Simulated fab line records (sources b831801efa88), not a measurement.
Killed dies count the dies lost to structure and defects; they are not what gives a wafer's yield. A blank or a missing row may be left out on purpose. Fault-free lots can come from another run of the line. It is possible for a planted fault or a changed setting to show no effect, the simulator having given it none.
The tool behind it: which one? | flow sky130 | route of 708 steps, sampled at 1 step: 6 lots, 18 wafers

== WHAT EACH GAUGE READ, for each wafer ==
SKY_FIELD_ISO_THK_MEAS_04.
lot  | measured    | on            | FIELD_ISO_CVD_03_THK (nm)
L557 | day 1 19:21 | film-metro-01 | 163.4 163.6 163.8
L559 | day 2 05:40 | film-metro-02 | 164.1 164.7 165.0
L561 | day 2 14:29 | film-metro-01 | 165.4 164.9 166.1
L570 | day 4 14:08 | film-metro-02 | 166.6 166.6 169.0
L572 | day 4 22:13 | film-metro-04 | 164.8 165.3 164.4
L577 | day 5 22:29 | film-metro-02 | 165.3 166.2 166.8

== EACH LOT AND THE TOOL THAT RAN IT (in order: tool; ch and the chambers of the sampled wafers; start) ==
No process step before these readings appears in the record.

== THE ANSWER, worked out from the rows above alone ==
Rule: usual is defined by the lots themselves. Put in order of their means at a reading, lots are off if they are a third of the lots or fewer, leave a main group of 4 or more, and stand apart from it by a gap of 3 or more times the standard deviation of the main group's means; of several such gaps the widest counts. The tables above print the reading to a certain number of digits; a main group whose means all agree to those digits is not used. Also off: a lot with no number at a reading for which 4 or more lots have one. The other lots that the step has rows for count as sound.
No lot is off on any of the readings shown, so nothing can be concluded from this.

== WHAT THE SIMULATOR HAD PUT IN ==
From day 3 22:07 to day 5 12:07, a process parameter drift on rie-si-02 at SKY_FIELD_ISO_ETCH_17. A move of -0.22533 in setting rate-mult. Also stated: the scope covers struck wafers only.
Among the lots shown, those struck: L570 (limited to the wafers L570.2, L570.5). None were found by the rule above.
